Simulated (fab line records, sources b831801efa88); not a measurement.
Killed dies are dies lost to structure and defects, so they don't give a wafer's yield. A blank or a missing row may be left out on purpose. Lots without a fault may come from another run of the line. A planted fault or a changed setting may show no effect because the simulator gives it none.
One fault seen from 2 desks | flow sky130 | each desk has only its own numbers; what lay behind them comes last

THE TOOL OWNER'S DESK: rtp_anneal-02
The tool's own readings at SKY_SD_N_RTA_14 (time 2 s): means of the sampled wafers that have a number, for each lot that ran on this tool. A lot is out of limits, marked OUT, if its mean lies more than 4 standard deviations from the usual mean; the brackets give that distance.
Columns: A = lamp_power_pct at SKY_SD_N_RTA_14, usual 15.74 %; B = wafer_temp_C_max at SKY_SD_N_RTA_14, usual 1078.0
lot  | first seen here | A               | B
L332 | day 28 09:28    | 15.83           | 1077.6
L338 | day 30 21:42    | 15.73           | 1077.3
L344 | day 32 15:46    | 16.37 (+12) OUT | 1099.1 (+16) OUT
L346 | day 33 10:29    | 16.39 (+12) OUT | 1100.4 (+17) OUT
L354 | day 36 00:56    | 15.77           | 1077.5
This desk's finding: out of limits on L344, L346; first on L344, day 32 15:46 (lamp_power_pct at SKY_SD_N_RTA_14). In limits: L332, L338, L354.

THE METROLOGY DESK
What the gauges read, lot by lot, whatever tool the lot ran on: means of the sampled wafers that have a number. A lot is out of limits, marked OUT, if its mean lies more than 4 standard deviations from the usual mean; the brackets give that distance.
Columns: A = LDD_P_OVL at SKY_LDD_P_OVL_MEAS_08, usual 0.4 nm; B = SPACER_CVD_00_THK at SKY_SPACER_THK_MEAS_01, usual 43.2 nm; C = SD_N_RS at SKY_SD_N_RS_MEAS_16, usual 68.47 ohm/sq; D = SD_P_RS at SKY_SD_N_RS_MEAS_17, usual 147.0 ohm/sq
lot  | first seen here | A    | B    | C               | D
L331 | day 19 02:49    | 0.8  | 43.1 | 68.52           | 146.7
L332 | day 19 12:46    | 0.0  | 43.4 | 68.31           | 146.9
L333 | day 20 01:40    | 0.7  | 43.5 | 68.59           | 147.3
L335 | day 20 13:36    | 2.2  | 43.6 | 68.44           | 147.0
L337 | day 21 16:40    | 0.1  | 42.9 | 68.37           | 146.6
L338 | day 22 04:25    | 0.6  | 43.2 | 68.47           | 147.0
L344 | day 24 03:08    | -1.0 | 43.1 | 64.44 (-40) OUT | 127.6 (-59) OUT
L346 | day 24 23:46    | -1.0 | 42.8 | 64.46 (-40) OUT | 128.0 (-57) OUT
L349 | day 25 15:28    | 1.3  | 43.4 | 68.37           | 146.7
L351 | day 26 07:09    | -0.2 | 42.6 | 68.40           | 146.8
L353 | day 27 12:49    | -1.8 | 43.2 | 68.45           | 146.6
L354 | day 27 22:34    | 1.2  | 42.8 | 68.53           | 146.7
This desk's finding: out of limits on L344, L346; first on L344, day 32 15:59 (SD_N_RS at SKY_SD_N_RS_MEAS_16). In limits: L331, L332, L333, L335, L337, L338, L349, L351, L353, L354.

PUT TOGETHER
The tool owner's desk could have raised an alarm at day 32 15:46, on L344, L346.
The metrology desk could have raised an alarm at day 32 15:59, on L344, L346.
Of the lots named, all ran SKY_SD_N_RTA_14 on rtp_anneal-02.

WHAT THE SIMULATOR HAD PUT IN
Process parameter drift: rtp_anneal-02, from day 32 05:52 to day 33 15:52, at SKY_SD_N_RTA_14. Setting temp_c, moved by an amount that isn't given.
Lots struck among those shown: L344, L346.
Hours from the fault's start to each desk's first reading out of limits: the tool owner's desk, 10; the metrology desk, 10.
